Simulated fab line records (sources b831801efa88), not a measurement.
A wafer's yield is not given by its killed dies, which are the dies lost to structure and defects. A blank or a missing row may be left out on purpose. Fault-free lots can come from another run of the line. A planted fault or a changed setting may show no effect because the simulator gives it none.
fab line records / flow sky130
record lots=13 wafers=39 lastDay=50
route steps=708 shown SD_N@354 METAL1@436 METAL3@535 PAD_OPEN@708
lots that met no fault: from a run of the same line without faults
startH: hours from the record's opening day to when the first of the lot's shown wafers began / waitH: how many hours have passed since the lot's step before this one / " the same as in the row above / L1.1+2: several wafers, shown together as one row / - no value, or no start was given / * or withheld: withheld / < > ~ a bound
route shown NAME@n: a module of which the file shows steps, and the number in the route of the first / usual: mean/standard deviation taken from wafers without a fault / same: alike in all rows / chamber/n: place in a boat / sites: per-site readings / _std_site: standard deviation across them / _edge_site: inner sites' mean taken away from outer sites' mean / radiusMm: for every site, how far away it sits from the centre of the wafer / mask NAME#n: copy n / behind: the last tool/chamber to shape the wafer / hold: why the lot was held/for how many hours/how that ended / device: the n, p or np transistor that did not switch / end of line: the route-end tests of the same wafers / a step with no rows: only its recipe / killed: the dies lost at the first sort to structure and to defects; this is not the yield of the wafer / map: a wafer's dies, marking killed ones x, the rest . and places with no die _
set.NAME: the setting the step ran with; set.NAME@STEP: the setting that earlier step ran with / model.NAME: the simulator's own value behind a step, which no gauge read
steps of the route over a sample of lots; a table a step, a row a wafer
services: a tool's chamber out of use, with start hour (startH, from the record's first day; less than 0 if before it), hours out, and reason
## steps
# step SKY_SD_N_TW_MEAS_12
# usual SD_N_TW=3984/46
lot.wafer=L376.1 tool=filmMetro-04 chamber=- startH=635.99 waitH=0.1 SD_N_TW=4040
lot.wafer=L376.4 tool=filmMetro-04 chamber=- startH=635.99 waitH=0.1 SD_N_TW=4066
lot.wafer=L376.6 tool=filmMetro-04 chamber=- startH=635.99 waitH=0.1 SD_N_TW=4052
lot.wafer=L378.1 tool=filmMetro-01 chamber=- startH=665.62 waitH=0.1 SD_N_TW=3969
lot.wafer=L378.3 tool=filmMetro-01 chamber=- startH=665.62 waitH=0.1 SD_N_TW=3962
lot.wafer=L378.6 tool=filmMetro-01 chamber=- startH=665.62 waitH=0.1 SD_N_TW=3982
lot.wafer=L379.1 tool=filmMetro-01 chamber=- startH=673.27 waitH=0.1 SD_N_TW=3995
lot.wafer=L379.3 tool=filmMetro-01 chamber=- startH=673.27 waitH=0.1 SD_N_TW=3989
lot.wafer=L379.6 tool=filmMetro-01 chamber=- startH=673.27 waitH=0.1 SD_N_TW=3991
lot.wafer=L380.3 tool=filmMetro-01 chamber=- startH=679.98 waitH=0.1 SD_N_TW=3985
lot.wafer=L380.4 tool=filmMetro-01 chamber=- startH=679.98 waitH=0.1 SD_N_TW=3976
lot.wafer=L380.6 tool=filmMetro-01 chamber=- startH=679.98 waitH=0.1 SD_N_TW=3990
lot.wafer=L381.1 tool=filmMetro-01 chamber=- startH=691.34 waitH=0.1 SD_N_TW=4000
lot.wafer=L381.3 tool=filmMetro-01 chamber=- startH=691.34 waitH=0.1 SD_N_TW=4006
lot.wafer=L381.4 tool=filmMetro-01 chamber=- startH=691.34 waitH=0.1 SD_N_TW=3986
lot.wafer=L382.2 tool=filmMetro-01 chamber=- startH=699.48 waitH=0.1 SD_N_TW=3994
lot.wafer=L382.3 tool=filmMetro-01 chamber=- startH=699.48 waitH=0.1 SD_N_TW=3982
lot.wafer=L382.4 tool=filmMetro-01 chamber=- startH=699.48 waitH=0.1 SD_N_TW=3990
lot.wafer=L384.1 tool=filmMetro-01 chamber=- startH=715.24 waitH=0.1 SD_N_TW=3965
lot.wafer=L384.2 tool=filmMetro-01 chamber=- startH=715.24 waitH=0.1 SD_N_TW=3983
lot.wafer=L384.4 tool=filmMetro-01 chamber=- startH=715.24 waitH=0.1 SD_N_TW=3962
lot.wafer=L383.4 tool=filmMetro-04 chamber=- startH=716.84 waitH=0.1 SD_N_TW=4005
lot.wafer=L383.5 tool=filmMetro-04 chamber=- startH=716.84 waitH=0.1 SD_N_TW=4021
lot.wafer=L383.6 tool=filmMetro-04 chamber=- startH=716.84 waitH=0.1 SD_N_TW=3998
lot.wafer=L389.1 tool=filmMetro-02 chamber=- startH=757.51 waitH=0.1 SD_N_TW=3906
lot.wafer=L389.2 tool=filmMetro-02 chamber=- startH=757.51 waitH=0.1 SD_N_TW=3921
lot.wafer=L389.5 tool=filmMetro-02 chamber=- startH=757.51 waitH=0.1 SD_N_TW=3893
lot.wafer=L391.2 tool=filmMetro-04 chamber=- startH=776.29 waitH=0.1 SD_N_TW=4009
lot.wafer=L391.4 tool=filmMetro-04 chamber=- startH=776.29 waitH=0.1 SD_N_TW=3997
lot.wafer=L391.5 tool=filmMetro-04 chamber=- startH=776.29 waitH=0.1 SD_N_TW=4005
lot.wafer=L394.3 tool=filmMetro-04 chamber=- startH=794.31 waitH=0.1 SD_N_TW=4076
lot.wafer=L394.4 tool=filmMetro-04 chamber=- startH=794.31 waitH=0.1 SD_N_TW=4052
lot.wafer=L394.6 tool=filmMetro-04 chamber=- startH=794.31 waitH=0.1 SD_N_TW=4065
lot.wafer=L396.1 tool=filmMetro-04 chamber=- startH=804.34 waitH=0.1 SD_N_TW=4057
lot.wafer=L396.2 tool=filmMetro-04 chamber=- startH=804.34 waitH=0.1 SD_N_TW=4063
lot.wafer=L396.4 tool=filmMetro-04 chamber=- startH=804.34 waitH=0.1 SD_N_TW=4068
lot.wafer=L397.3 tool=filmMetro-01 chamber=- startH=808.45 waitH=0.1 SD_N_TW=3980
lot.wafer=L397.5 tool=filmMetro-01 chamber=- startH=808.45 waitH=0.1 SD_N_TW=3959
lot.wafer=L397.6 tool=filmMetro-01 chamber=- startH=808.45 waitH=0.1 SD_N_TW=3980
# step SKY_METAL1_SPUTTER_02
# recipe material=AlCu targetThkNm=250 powerW=10600 timeS=13.3 chamberPressurePa=0.4
# usual throttleValvePct=29.5/0.88
# same timeS=13.3
lot.wafer=L376.1 tool=pvdSputter-03 chamber=- startH=726.54 waitH=0.0 throttleValvePct=29.4
lot.wafer=L376.4 tool=pvdSputter-03 chamber=- startH=726.54 waitH=0.0 throttleValvePct=28.9
lot.wafer=L376.6 tool=pvdSputter-03 chamber=- startH=726.54 waitH=0.0 throttleValvePct=31.6
lot.wafer=L378.1 tool=pvdSputter-02 chamber=- startH=754.47 waitH=0.0 throttleValvePct=27.8
lot.wafer=L378.3 tool=pvdSputter-02 chamber=- startH=754.47 waitH=0.0 throttleValvePct=29.5
lot.wafer=L378.6 tool=pvdSputter-02 chamber=- startH=754.47 waitH=0.0 throttleValvePct=29.7
lot.wafer=L379.1 tool=pvdSputter-03 chamber=- startH=762.05 waitH=0.0 throttleValvePct=31.2
lot.wafer=L379.3 tool=pvdSputter-03 chamber=- startH=762.05 waitH=0.0 throttleValvePct=28.8
lot.wafer=L379.6 tool=pvdSputter-03 chamber=- startH=762.05 waitH=0.0 throttleValvePct=29.1
lot.wafer=L380.3 tool=pvdSputter-04 chamber=- startH=769.51 waitH=0.0 throttleValvePct=30.0
lot.wafer=L380.4 tool=pvdSputter-04 chamber=- startH=769.51 waitH=0.0 throttleValvePct=29.3
lot.wafer=L380.6 tool=pvdSputter-04 chamber=- startH=769.51 waitH=0.0 throttleValvePct=29.9
lot.wafer=L381.1 tool=pvdSputter-02 chamber=- startH=779.77 waitH=0.0 throttleValvePct=29.6
lot.wafer=L381.3 tool=pvdSputter-02 chamber=- startH=779.77 waitH=0.0 throttleValvePct=27.5
lot.wafer=L381.4 tool=pvdSputter-02 chamber=- startH=779.77 waitH=0.0 throttleValvePct=29.9
lot.wafer=L382.2 tool=pvdSputter-04 chamber=- startH=787.11 waitH=0.0 throttleValvePct=29.8
lot.wafer=L382.3 tool=pvdSputter-04 chamber=- startH=787.11 waitH=0.0 throttleValvePct=29.1
lot.wafer=L382.4 tool=pvdSputter-04 chamber=- startH=787.11 waitH=0.0 throttleValvePct=28.9
lot.wafer=L384.1 tool=pvdSputter-03 chamber=- startH=802.27 waitH=0.0 throttleValvePct=29.4
lot.wafer=L384.2 tool=pvdSputter-03 chamber=- startH=802.27 waitH=0.0 throttleValvePct=31.4
lot.wafer=L384.4 tool=pvdSputter-03 chamber=- startH=802.27 waitH=0.0 throttleValvePct=28.8
lot.wafer=L383.4 tool=pvdSputter-02 chamber=- startH=802.90 waitH=0.0 throttleValvePct=29.2
lot.wafer=L383.5 tool=pvdSputter-02 chamber=- startH=802.90 waitH=0.0 throttleValvePct=27.5
lot.wafer=L383.6 tool=pvdSputter-02 chamber=- startH=802.90 waitH=0.0 throttleValvePct=28.7
lot.wafer=L389.1 tool=pvdSputter-03 chamber=- startH=844.62 waitH=0.0 throttleValvePct=30.5
lot.wafer=L389.2 tool=pvdSputter-03 chamber=- startH=844.62 waitH=0.0 throttleValvePct=29.6
lot.wafer=L389.5 tool=pvdSputter-03 chamber=- startH=844.62 waitH=0.0 throttleValvePct=31.3
lot.wafer=L391.2 tool=pvdSputter-04 chamber=- startH=860.92 waitH=0.0 throttleValvePct=29.1
lot.wafer=L391.4 tool=pvdSputter-04 chamber=- startH=860.92 waitH=0.0 throttleValvePct=29.6
lot.wafer=L391.5 tool=pvdSputter-04 chamber=- startH=860.92 waitH=0.0 throttleValvePct=30.0
lot.wafer=L394.3 tool=pvdSputter-02 chamber=- startH=878.72 waitH=0.0 throttleValvePct=29.6
lot.wafer=L394.4 tool=pvdSputter-02 chamber=- startH=878.72 waitH=0.0 throttleValvePct=29.6
lot.wafer=L394.6 tool=pvdSputter-02 chamber=- startH=878.72 waitH=0.0 throttleValvePct=28.9
lot.wafer=L396.1 tool=pvdSputter-03 chamber=- startH=887.50 waitH=0.0 throttleValvePct=29.6
lot.wafer=L396.2 tool=pvdSputter-03 chamber=- startH=887.50 waitH=0.0 throttleValvePct=28.8
lot.wafer=L396.4 tool=pvdSputter-03 chamber=- startH=887.50 waitH=0.0 throttleValvePct=30.3
lot.wafer=L397.3 tool=pvdSputter-02 chamber=- startH=892.31 waitH=0.0 throttleValvePct=29.6
lot.wafer=L397.5 tool=pvdSputter-02 chamber=- startH=892.31 waitH=0.0 throttleValvePct=29.5
lot.wafer=L397.6 tool=pvdSputter-02 chamber=- startH=892.31 waitH=0.0 throttleValvePct=29.6
# step SKY_METAL1_DEVELOP_14
# recipe developTimeS=60 resist=KrF-thick devTempC=21
# usual chillPlateTempC=22.99/0.11 developerTempC=21.00/0.098
lot.wafer=L376.1 tool=lithoTrack-04 chamber=0 startH=754 waitH=- chillPlateTempC=22.96 developerTempC=21.02
lot.wafer=L376.4 tool=lithoTrack-04 chamber=0 startH=754 waitH=- chillPlateTempC=23.21 developerTempC=20.98
lot.wafer=L376.6 tool=lithoTrack-04 chamber=0 startH=754 waitH=- chillPlateTempC=23.00 developerTempC=21.04
lot.wafer=L378.1 tool=lithoTrack-03 chamber=0 startH=781 waitH=- chillPlateTempC=22.83 developerTempC=21.15
lot.wafer=L378.3 tool=lithoTrack-03 chamber=0 startH=781 waitH=- chillPlateTempC=22.84 developerTempC=21.09
lot.wafer=L378.6 tool=lithoTrack-03 chamber=0 startH=781 waitH=- chillPlateTempC=22.78 developerTempC=21.20
lot.wafer=L379.1 tool=lithoTrack-03 chamber=0 startH=788 waitH=- chillPlateTempC=23.02 developerTempC=21.00
lot.wafer=L379.3 tool=lithoTrack-03 chamber=0 startH=788 waitH=- chillPlateTempC=22.94 developerTempC=20.94
lot.wafer=L379.6 tool=lithoTrack-03 chamber=0 startH=788 waitH=- chillPlateTempC=22.83 developerTempC=20.92
lot.wafer=L380.3 tool=lithoTrack-04 chamber=0 startH=795 waitH=- chillPlateTempC=22.90 developerTempC=20.97
lot.wafer=L380.4 tool=lithoTrack-04 chamber=0 startH=795 waitH=- chillPlateTempC=22.83 developerTempC=20.93
lot.wafer=L380.6 tool=lithoTrack-04 chamber=0 startH=795 waitH=- chillPlateTempC=23.02 developerTempC=20.91
lot.wafer=L381.1 tool=lithoTrack-04 chamber=0 startH=806 waitH=- chillPlateTempC=23.03 developerTempC=21.04
lot.wafer=L381.3 tool=lithoTrack-04 chamber=0 startH=806 waitH=- chillPlateTempC=23.05 developerTempC=21.05
lot.wafer=L381.4 tool=lithoTrack-04 chamber=0 startH=806 waitH=- chillPlateTempC=22.95 developerTempC=20.92
lot.wafer=L382.2 tool=lithoTrack-01 chamber=0 startH=813 waitH=- chillPlateTempC=22.93 developerTempC=20.96
lot.wafer=L382.3 tool=lithoTrack-01 chamber=0 startH=813 waitH=- chillPlateTempC=22.78 developerTempC=20.93
lot.wafer=L382.4 tool=lithoTrack-01 chamber=0 startH=813 waitH=- chillPlateTempC=22.86 developerTempC=21.01
lot.wafer=L384.1 tool=lithoTrack-04 chamber=0 startH=828 waitH=- chillPlateTempC=23.09 developerTempC=20.97
lot.wafer=L384.2 tool=lithoTrack-04 chamber=0 startH=828 waitH=- chillPlateTempC=22.99 developerTempC=20.96
lot.wafer=L384.4 tool=lithoTrack-04 chamber=0 startH=828 waitH=- chillPlateTempC=23.00 developerTempC=21.05
lot.wafer=L383.4 tool=lithoTrack-03 chamber=0 startH=829 waitH=- chillPlateTempC=23.11 developerTempC=20.90
lot.wafer=L383.5 tool=lithoTrack-03 chamber=0 startH=829 waitH=- chillPlateTempC=23.07 developerTempC=20.98
lot.wafer=L383.6 tool=lithoTrack-03 chamber=0 startH=829 waitH=- chillPlateTempC=23.06 developerTempC=21.14
lot.wafer=L389.1 tool=lithoTrack-03 chamber=0 startH=870 waitH=- chillPlateTempC=22.96 developerTempC=21.66
lot.wafer=L389.2 tool=lithoTrack-03 chamber=0 startH=870 waitH=- chillPlateTempC=23.03 developerTempC=21.51
lot.wafer=L389.5 tool=lithoTrack-03 chamber=0 startH=870 waitH=- chillPlateTempC=23.06 developerTempC=21.43
lot.wafer=L391.2 tool=lithoTrack-03 chamber=0 startH=886 waitH=- chillPlateTempC=23.11 developerTempC=21.59
lot.wafer=L391.4 tool=lithoTrack-03 chamber=0 startH=886 waitH=- chillPlateTempC=23.06 developerTempC=21.53
lot.wafer=L391.5 tool=lithoTrack-03 chamber=0 startH=886 waitH=- chillPlateTempC=23.13 developerTempC=21.62
lot.wafer=L394.3 tool=lithoTrack-01 chamber=0 startH=904 waitH=- chillPlateTempC=22.80 developerTempC=21.10
lot.wafer=L394.4 tool=lithoTrack-01 chamber=0 startH=904 waitH=- chillPlateTempC=23.04 developerTempC=21.03
lot.wafer=L394.6 tool=lithoTrack-01 chamber=0 startH=904 waitH=- chillPlateTempC=23.10 developerTempC=20.88
lot.wafer=L396.1 tool=lithoTrack-04 chamber=0 startH=912 waitH=- chillPlateTempC=23.09 developerTempC=20.89
lot.wafer=L396.2 tool=lithoTrack-04 chamber=0 startH=912 waitH=- chillPlateTempC=23.22 developerTempC=20.93
lot.wafer=L396.4 tool=lithoTrack-04 chamber=0 startH=912 waitH=- chillPlateTempC=22.99 developerTempC=21.03
lot.wafer=L397.3 tool=lithoTrack-01 chamber=0 startH=917 waitH=- chillPlateTempC=23.05 developerTempC=20.95
lot.wafer=L397.5 tool=lithoTrack-01 chamber=0 startH=918 waitH=- chillPlateTempC=23.10 developerTempC=21.04
lot.wafer=L397.6 tool=lithoTrack-01 chamber=0 startH=918 waitH=- chillPlateTempC=23.15 developerTempC=21.09
# step SKY_METAL3_SPUTTER_03
# recipe material=Ti targetThkNm=5 powerW=3000 timeS=3.3 chamberPressurePa=0.4
# usual throttleValvePct=29.3/0.92
# same timeS=3.3
lot.wafer=L376.1 tool=pvdSputter-03 chamber=- startH=840.34 waitH=0.0 throttleValvePct=31.4
lot.wafer=L376.4 tool=pvdSputter-03 chamber=- startH=840.34 waitH=0.0 throttleValvePct=30.3
lot.wafer=L376.6 tool=pvdSputter-03 chamber=- startH=840.34 waitH=0.0 throttleValvePct=31.5
lot.wafer=L378.1 tool=pvdSputter-02 chamber=- startH=866.97 waitH=0.0 throttleValvePct=29.5
lot.wafer=L378.3 tool=pvdSputter-02 chamber=- startH=866.97 waitH=0.0 throttleValvePct=29.1
lot.wafer=L378.6 tool=pvdSputter-02 chamber=- startH=866.97 waitH=0.0 throttleValvePct=29.8
lot.wafer=L379.1 tool=pvdSputter-02 chamber=- startH=874.84 waitH=0.0 throttleValvePct=29.4
lot.wafer=L379.3 tool=pvdSputter-02 chamber=- startH=874.84 waitH=0.0 throttleValvePct=29.8
lot.wafer=L379.6 tool=pvdSputter-02 chamber=- startH=874.84 waitH=0.0 throttleValvePct=29.2
lot.wafer=L380.3 tool=pvdSputter-02 chamber=- startH=881.79 waitH=0.0 throttleValvePct=28.8
lot.wafer=L380.4 tool=pvdSputter-02 chamber=- startH=881.79 waitH=0.0 throttleValvePct=29.3
lot.wafer=L380.6 tool=pvdSputter-02 chamber=- startH=881.79 waitH=0.0 throttleValvePct=29.2
lot.wafer=L381.1 tool=pvdSputter-02 chamber=- startH=891.37 waitH=0.0 throttleValvePct=29.3
lot.wafer=L381.3 tool=pvdSputter-02 chamber=- startH=891.37 waitH=0.0 throttleValvePct=29.1
lot.wafer=L381.4 tool=pvdSputter-02 chamber=- startH=891.37 waitH=0.0 throttleValvePct=27.7
lot.wafer=L382.2 tool=pvdSputter-02 chamber=- startH=898.84 waitH=0.0 throttleValvePct=27.7
lot.wafer=L382.3 tool=pvdSputter-02 chamber=- startH=898.84 waitH=0.0 throttleValvePct=29.7
lot.wafer=L382.4 tool=pvdSputter-02 chamber=- startH=898.84 waitH=0.0 throttleValvePct=29.3
lot.wafer=L384.1 tool=pvdSputter-02 chamber=- startH=911.88 waitH=0.0 throttleValvePct=29.4
lot.wafer=L384.2 tool=pvdSputter-02 chamber=- startH=911.88 waitH=0.0 throttleValvePct=27.6
lot.wafer=L384.4 tool=pvdSputter-02 chamber=- startH=911.88 waitH=0.0 throttleValvePct=30.0
lot.wafer=L383.4 tool=pvdSputter-02 chamber=- startH=912.36 waitH=0.0 throttleValvePct=29.6
lot.wafer=L383.5 tool=pvdSputter-02 chamber=- startH=912.36 waitH=0.0 throttleValvePct=29.4
lot.wafer=L383.6 tool=pvdSputter-02 chamber=- startH=912.36 waitH=0.0 throttleValvePct=29.6
lot.wafer=L389.1 tool=pvdSputter-04 chamber=- startH=952.19 waitH=0.0 throttleValvePct=28.9
lot.wafer=L389.2 tool=pvdSputter-04 chamber=- startH=952.19 waitH=0.0 throttleValvePct=29.1
lot.wafer=L389.5 tool=pvdSputter-04 chamber=- startH=952.19 waitH=0.0 throttleValvePct=28.7
lot.wafer=L391.2 tool=pvdSputter-02 chamber=- startH=967.77 waitH=0.0 throttleValvePct=29.3
lot.wafer=L391.4 tool=pvdSputter-02 chamber=- startH=967.77 waitH=0.0 throttleValvePct=29.3
lot.wafer=L391.5 tool=pvdSputter-02 chamber=- startH=967.77 waitH=0.0 throttleValvePct=29.6
lot.wafer=L394.3 tool=pvdSputter-04 chamber=- startH=982.75 waitH=0.0 throttleValvePct=29.6
lot.wafer=L394.4 tool=pvdSputter-04 chamber=- startH=982.75 waitH=0.0 throttleValvePct=30.2
lot.wafer=L394.6 tool=pvdSputter-04 chamber=- startH=982.75 waitH=0.0 throttleValvePct=29.0
lot.wafer=L396.1 tool=pvdSputter-02 chamber=- startH=992.26 waitH=0.0 throttleValvePct=30.2
lot.wafer=L396.2 tool=pvdSputter-02 chamber=- startH=992.26 waitH=0.0 throttleValvePct=29.6
lot.wafer=L396.4 tool=pvdSputter-02 chamber=- startH=992.26 waitH=0.0 throttleValvePct=29.2
lot.wafer=L397.3 tool=pvdSputter-02 chamber=- startH=997.10 waitH=0.0 throttleValvePct=29.2
lot.wafer=L397.5 tool=pvdSputter-02 chamber=- startH=997.10 waitH=0.0 throttleValvePct=29.0
lot.wafer=L397.6 tool=pvdSputter-02 chamber=- startH=997.10 waitH=0.0 throttleValvePct=27.6
# step SKY_PAD_OPEN_PROBE_99
# usual defectLimitedYield=82.2/2.2 killed_at_M0_to_M3=45/7.1 killed_at_M4_up=3.0/1.8 killedAtContacts=24/5.4 killedAtFrontEnd=16/4.9 killedAtOther=0.3/0.63 killedDies=88/11 killedOpen=47/7.4 killedShort=40/7 sort_bin_3_pad_short=1.0/0.43 sort_bin_5_function=10.6/1.7 sort_bin_6_memory=6.3/1.1 sortNPass=404/11 sortYieldPct=82.2/2.2
# same grossDies=492 killedAtBackSide=0 sort_bin_4_leakage[%]=0 sort_bin_8_speed[%]=0
lot.wafer=L379.1 tool=prober-02 chamber=- startH=1094.47 waitH=0.1 defectLimitedYield[%]=81.7 killed_at_M0_to_M3=46 killed_at_M4_up=1 killedAtContacts=24 killedAtFrontEnd=19 killedAtOther=0 killedDies=90 killedOpen=59 killedShort=31 sort_bin_3_pad_short[%]=0.6 sort_bin_5_function[%]=12.8 sort_bin_6_memory[%]=4.9 sortNPass=402 sortYieldPct[%]=81.7
lot.wafer=L379.3 tool=prober-02 chamber=- startH=1094.57 waitH=0.2 defectLimitedYield[%]=80.9 killed_at_M0_to_M3=48 killed_at_M4_up=5 killedAtContacts=26 killedAtFrontEnd=14 killedAtOther=1 killedDies=94 killedOpen=53 killedShort=41 sort_bin_3_pad_short[%]=1.0 sort_bin_5_function[%]=12.0 sort_bin_6_memory[%]=6.1 sortNPass=398 sortYieldPct[%]=80.9
lot.wafer=L379.6 tool=prober-02 chamber=- startH=1094.72 waitH=0.2 defectLimitedYield[%]=80.9 killed_at_M0_to_M3=58 killed_at_M4_up=3 killedAtContacts=19 killedAtFrontEnd=14 killedAtOther=0 killedDies=94 killedOpen=49 killedShort=45 sort_bin_3_pad_short[%]=1.4 sort_bin_5_function[%]=10.0 sort_bin_6_memory[%]=7.7 sortNPass=398 sortYieldPct[%]=80.9
# killed by level:class
L379.1 VIA1:geometricParticle:open=15 CONTACT:geometricParticle:open=9 VIA2:geometricParticle:open=8 POLY_GATE:geometricParticle:open=6 VIA3:geometricParticle:open=6 FIELD_ISO:geometricParticle:short=5 LI_CONTACT:geometricParticle:open=5 LOCAL_INTERCONNECT:geometricParticle:short=5
L379.3 CONTACT:geometricParticle:open=9 VIA1:geometricParticle:open=9 VIA2:geometricParticle:open=7 VIA2:geometricParticle:short=6 FIELD_ISO:geometricParticle:short=6 LI_CONTACT:geometricParticle:open=6 VIA3:geometricParticle:open=6 LI_CONTACT:geometricParticle:short=4
L379.6 VIA1:geometricParticle:open=11 METAL2:geometricParticle:short=9 VIA2:geometricParticle:open=9 CONTACT:geometricParticle:open=7 METAL1:geometricParticle:short=7 VIA2:geometricParticle:short=6 LI_CONTACT:geometricParticle:open=5 VIA3:geometricParticle:open=5
## services
tool=lithoTrack-04 chamber=- startH=711.56 hours=- kind=consumableReplace:filter
tool=pvdSputter-02 chamber=- startH=721.29 hours=0.9 kind=repair
tool=pvdSputter-02 chamber=- startH=739.33 hours=5.9 kind=repair
tool=lithoTrack-01 chamber=- startH=741.27 hours=- kind=consumableReplace:filter
tool=pvdSputter-04 chamber=- startH=756.06 hours=1.0 kind=repair
tool=pvdSputter-04 chamber=- startH=769.78 hours=1.7 kind=repair
tool=pvdSputter-02 chamber=- startH=770.39 hours=3.0 kind=repair
tool=pvdSputter-04 chamber=- startH=798.26 hours=5.9 kind=repair
tool=pvdSputter-04 chamber=- startH=811.54 hours=4.9 kind=repair
tool=pvdSputter-04 chamber=- startH=816.81 hours=1.2 kind=repair
tool=lithoTrack-01 chamber=- startH=824.55 hours=- kind=consumableReplace:filter
tool=pvdSputter-02 chamber=- startH=849.06 hours=1.5 kind=repair
tool=pvdSputter-04 chamber=- startH=851.12 hours=7.5 kind=repair
tool=pvdSputter-03 chamber=- startH=891.68 hours=1.9 kind=repair
tool=pvdSputter-02 chamber=- startH=930.75 hours=5.9 kind=repair
tool=pvdSputter-04 chamber=- startH=943.24 hours=5.2 kind=repair
tool=pvdSputter-04 chamber=- startH=945.85 hours=2.0 kind=repair
tool=pvdSputter-02 chamber=- startH=970.92 hours=0.8 kind=repair
## key
firstSign step=SKY_METAL1_DEVELOP_14 reading=developerTempC direction=up sigmas=5.7 usual=* struck=*
effect none on later readings
metAt SKY_METAL1_DEVELOP_14
struckLots L389,L391
notActingAt SKY_SD_N_TW_MEAS_12,SKY_METAL1_SPUTTER_02,SKY_METAL3_SPUTTER_03
onsetBetween 829 870
fault kind=processParameterDrift tool=lithoTrack-03 chamber=- onsetH=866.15 steps=SKY_METAL1_DEVELOP_14 channel=devTempC offset=* shape=step endH=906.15 actsIn=* stated=*
